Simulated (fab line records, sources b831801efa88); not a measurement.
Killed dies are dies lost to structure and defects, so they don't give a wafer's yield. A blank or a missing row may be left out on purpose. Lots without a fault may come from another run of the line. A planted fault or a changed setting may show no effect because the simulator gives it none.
A struck lot beside a sound one | flow sky130 | 18 steps out of a route of 708
Sound: wafers L461.1, L461.2, L461.4. Struck: wafers L450.1, L450.5, L450.6. The cause comes at the end.
At each step with rows: each side's tool, then ch and its chambers, then its first start. Under that, the readings that differ: sound wafers | struck wafers | difference of the means | sigmas: that difference in standard deviations of wafers without a fault.
alike: readings whose means differ by less than 2 such deviations, and words and numbers that are the same on both sides. not compared: withheld readings, readings that some wafer has no value for, bounds like >300 that may hide the same value, and numbers for which the record gives no deviation and whose values overlap.
The two part at a step that has a row with sigmas, a row that says differs or no value, or rows on one side only. Numbers that don't overlap but have no deviation are shown without sigmas and don't part them. A reading that every wafer of one side lacks parts them only if that side has two wafers or more.

first, 1 step without rows for these wafers: SKY_VT_ADJUST_PCH_IMPLANT_08.
SKY_VT_ADJUST_PCH_STRIP_09: strips in O2/N2.
  sound on plasma_asher-02 ch 0,1, day 15 19:31; struck on plasma_asher-02 ch 0,1, day 12 09:04
  alike: drypump_motor_current_A, oes_product_au, strip_time_to_endpoint_s
  not compared: rf_hours_counter_h
SKY_VT_ADJUST_PCH_TW_MEAS_10:
  sound on film_metro-01, day 15 19:37; struck on film_metro-04, day 12 09:10
  reading          | sound             | struck            | difference | sigmas
  VT_ADJUST_PCH_TW | 138.0 138.1 138.0 | 143.1 142.4 143.4 | +4.9       | +3
then, 7 steps without rows for these wafers: SKY_SONOS_TUNNEL_DEHYDRATE_00 (time 60 s); SKY_SONOS_TUNNEL_HMDS_01 (prime time 60 s); SKY_SONOS_TUNNEL_COAT_02 (resist thk 1140 nm); SKY_SONOS_TUNNEL_SOFTBAKE_03 (time 60 s); SKY_SONOS_TUNNEL_EXPOSE_04 (exposes mask TUNM, target cd 410 nm); SKY_SONOS_TUNNEL_PEB_05; SKY_SONOS_TUNNEL_DEVELOP_06 (develop time 60 s).
SKY_SONOS_TUNNEL_CD_MEAS_07: target cd 410 nm.
  sound on cd_sem-02, day 16 22:42; struck on cd_sem-02, day 13 09:42
  alike: cd_nm
SKY_SONOS_TUNNEL_OVL_MEAS_08:
  sound on overlay-02, day 16 22:49; struck on overlay-01, day 13 09:49
  alike: SONOS_TUNNEL_OVL
SKY_SONOS_TUNNEL_IMPLANT_09:
  sound on implanter-02 ch 0, day 16 22:52; struck on implanter-03 ch 0, day 13 09:52
  reading            | sound                          | struck                        | difference | sigmas
  dose_ions_cm2      | 1.0006e+12 9.995e+11 9.992e+11 | 5.948e+11 5.949e+11 5.946e+11 | -4.050e+11 | -99 or more
  faraday_current_uA | 5.62 5.30 5.49                 | 3.25 3.53 3.35                | -2.09      | -17
then, 2 steps without rows for these wafers: SKY_SONOS_TUNNEL_WET_ETCH_10 (etches SiO2 in dHF, target depth 14 nm, time 280 s); SKY_SONOS_TUNNEL_STRIP_11 (strips in SPM, time 600 s).
SKY_SONOS_TUNNEL_TW_MEAS_12:
  sound on film_metro-01, day 16 23:18; struck on film_metro-03, day 13 10:17
  reading         | sound       | struck      | difference | sigmas
  SONOS_TUNNEL_TW | 194 193 194 | 176 175 174 | -19        | -5
then, 1 step without rows for these wafers: SKY_SONOS_TUNNEL_CLEAN_13 (cleans in dHF, time 20 s).
-- the record jumps here: 34 days lie between the struck wafers' starts before and after (it left off in module SONOS_TUNNEL and takes up again in module PAD_OPEN, whose first step shown is number 708 of the route) --
SKY_PAD_OPEN_PROBE_99:
  sound on prober-02, day 49 22:35; struck on prober-01, day 47 12:51
  reading                                     | sound                 | struck                  | difference | sigmas
  model.etest.sonos_uncharged.r_on_ohm_um     | 824.8 795.4 800       | 765.7 781 766.1         | -35.8      |
  model.etest.sonos_programmed.off_log10_a_um | -13.95 -13.76 -13.91  | -13.22 -12.99 -13.58    | +0.61      |
  model.etest.sonos_baked.vt_v (V)            | 0.9494 0.9241 0.8651  | 0.8149 0.801 0.8486     | -0.0914    |
  model.etest.sonos_uncharged.vt_v (V)        | -0.3853 -0.48 -0.4594 | -0.5535 -0.5202 -0.5471 | -0.0987    |
  alike: killed_at_M0_to_M3, killed_at_M4_up, killed_at_contacts, killed_at_front_end, killed_at_other, killed_dies, killed_open, killed_short
  not compared: model.etest.sonos_programmed.vt_v

WHERE THEY PART
First at SKY_VT_ADJUST_PCH_TW_MEAS_10; last, within this record, at SKY_SONOS_TUNNEL_TW_MEAS_12. Later steps at which nothing parts them and some readings are alike: SKY_PAD_OPEN_PROBE_99.

WHY: what the simulator had put in
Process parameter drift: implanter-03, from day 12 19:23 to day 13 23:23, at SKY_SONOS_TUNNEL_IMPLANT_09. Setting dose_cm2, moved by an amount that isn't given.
